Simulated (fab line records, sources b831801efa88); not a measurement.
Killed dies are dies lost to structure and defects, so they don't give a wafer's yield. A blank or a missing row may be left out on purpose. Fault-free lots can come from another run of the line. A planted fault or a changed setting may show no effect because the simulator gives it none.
Which tool was responsible? | flow gf180mcu | 12 lots with 36 wafers sampled at 3 steps, on a route of 602 steps

## WHAT THE GAUGES SHOWED, per wafer
GF_HV_LDD_TW_MEAS_11. Usual: HV_LDD_TW 2429, standard deviation 20.
lot  | measured     | on            | HV_LDD_TW      | flag
L741 | day 10 02:22 | film metro-04 | 2450 2472 2466 |
L744 | day 10 21:38 | film metro-04 | 2465 2462 2466 |
L745 | day 11 07:57 | film metro-01 | 2419 2408 2407 |
L749 | day 12 13:55 | film metro-02 | 2395 2393 2415 |
L750 | day 12 17:29 | film metro-04 | 2439 2431 2426 |
L751 | day 13 04:58 | film metro-04 | 2446 2444 2449 |
L752 | day 13 09:53 | film metro-04 | 2423 2445 2445 |
L753 | day 14 00:08 | film metro-04 | 2456 2445 2439 |
L758 | day 15 08:25 | film metro-02 | 2403 2413 2417 |
L759 | day 15 17:38 | film metro-04 | 2347 2344 2355 | OFF
L760 | day 16 03:13 | film metro-01 | 2433 2421 2437 |
L761 | day 16 08:02 | film metro-01 | 2328 2334 2316 | OFF

GF_HV_LDD_RS_MEAS_53: measures by four-point-probe. Usual: HV_LDD_RS 418.5 ohm/sq, standard deviation 1.1.
lot  | measured     | on            | HV_LDD_RS (ohm/sq) | flag
L741 | day 12 10:26 | film metro-01 | 417.5 418.8 417.8  |
L744 | day 13 08:10 | film metro-01 | 418.5 419.3 419.4  |
L745 | day 13 20:02 | film metro-02 | 418.5 417.4 417.2  |
L749 | day 15 03:52 | film metro-02 | 417.4 417.5 416.6  |
L750 | day 15 06:38 | film metro-02 | 419.7 418.1 419.0  |
L751 | day 15 18:27 | film metro-04 | 419.2 418.1 417.7  |
L752 | day 15 23:53 | film metro-04 | 419.8 420.0 419.2  |
L753 | day 16 17:08 | film metro-04 | 419.7 419.3 418.3  |
L758 | day 18 04:32 | film metro-01 | 417.8 419.5 419.2  |
L759 | day 18 15:23 | film metro-01 | 446.0 445.7 446.3  | OFF
L760 | day 19 02:58 | film metro-02 | 417.7 417.4 415.8  |
L761 | day 19 06:17 | film metro-04 | 447.4 447.6 446.7  | OFF

## WHAT TOOL EACH LOT RAN ON (gives the tool, then ch and the chambers of the sampled wafers, and finally the start)
lot  | GF_HV_LDD_IMPLANT_09
L741 | implanter-03 ch 0, day 10 02:07
L744 | implanter-03 ch 0, day 10 21:26
L745 | implanter-04 ch 0, day 11 07:42
L749 | implanter-04 ch 0, day 12 13:40
L750 | implanter-03 ch 0, day 12 17:14
L751 | implanter-04 ch 0, day 13 04:44
L752 | implanter-03 ch 0, day 13 09:40
L753 | implanter-04 ch 0, day 13 23:56
L758 | implanter-01 ch 0, day 15 08:10
L759 | implanter-03 ch 0, day 15 17:25
L760 | implanter-01 ch 0, day 16 02:59
L761 | implanter-03 ch 0, day 16 07:47
- GF_HV_LDD_IMPLANT_09

## AS READ BY THE TOOLS THEMSELVES (means over the sampled wafers that have a number; for cases with no such wafer, the mark the record gives instead)
GF_HV_LDD_IMPLANT_09. Usual: dose ions cm2 1e+14, standard deviation 9.8e+10; faraday current uA 563, standard deviation 11.
lot  | tool         | dose ions cm2 | faraday current uA | flag
L741 | implanter-03 | 1e+14         | 557                |
L744 | implanter-03 | 1e+14         | 561                |
L745 | implanter-04 | 1e+14         | 564                |
L749 | implanter-04 | 1e+14         | 572                |
L750 | implanter-03 | 1e+14         | 566                |
L751 | implanter-04 | 1e+14         | 556                |
L752 | implanter-03 | 1e+14         | 558                |
L753 | implanter-04 | 1e+14         | 563                |
L758 | implanter-01 | 1e+14         | 562                |
L759 | implanter-03 | 9e+13         | 495                | OFF
L760 | implanter-01 | 1e+14         | 558                |
L761 | implanter-03 | 9e+13         | 484                | OFF

## THE ANSWER, worked out from the rows above alone
Rule: take the mean of a lot's wafers that have a number; if it is more than 3 standard deviations from the usual mean, the lot is off. A lot without any number at a reading at which 4 lots or more have one is off too. All remaining lots with rows at the step are treated as sound. After the gauges, taken in route order, come the tools' own readings; for these a lot's mean is taken, as printed above. The first step at which some lot is off is used, and at that step the reading that is off furthest; a lot without a number counts as furthest.
Off: L759, L761, at GF_HV_LDD_TW_MEAS_11 (HV_LDD_TW).
If a tool, at a process step before that reading, ran all the lots that are off and no sound lot after the first of them, it fits. Not tried: the gauges at GF_HV_LDD_TW_MEAS_11; whatever is off there is also off at GF_HV_LDD_IMPLANT_09, on other tools, and gauge error can't account for it. One fits: implanter-03 at GF_HV_LDD_IMPLANT_09. A fault onset in the window from L752 (day 13 09:40, its last sound lot) to L759 (day 15 17:25, its first lot off) fits.
The tool's own readings at GF_HV_LDD_IMPLANT_09 bear it out: on the lots that are off they differ by more than 5 times the standard deviation of the sound lots' means. dose ions cm2 reads 9e+13 there against 1e+14 on the sound lots; faraday current uA reads 490 there against 562 on the sound lots.

## WHAT THE SIMULATOR HAD INSERTED
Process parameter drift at GF_HV_LDD_IMPLANT_09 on implanter-03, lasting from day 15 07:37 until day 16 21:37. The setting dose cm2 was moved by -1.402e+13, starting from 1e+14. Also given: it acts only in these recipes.
Struck lots among those shown: L759, L761. The rule above found the same.
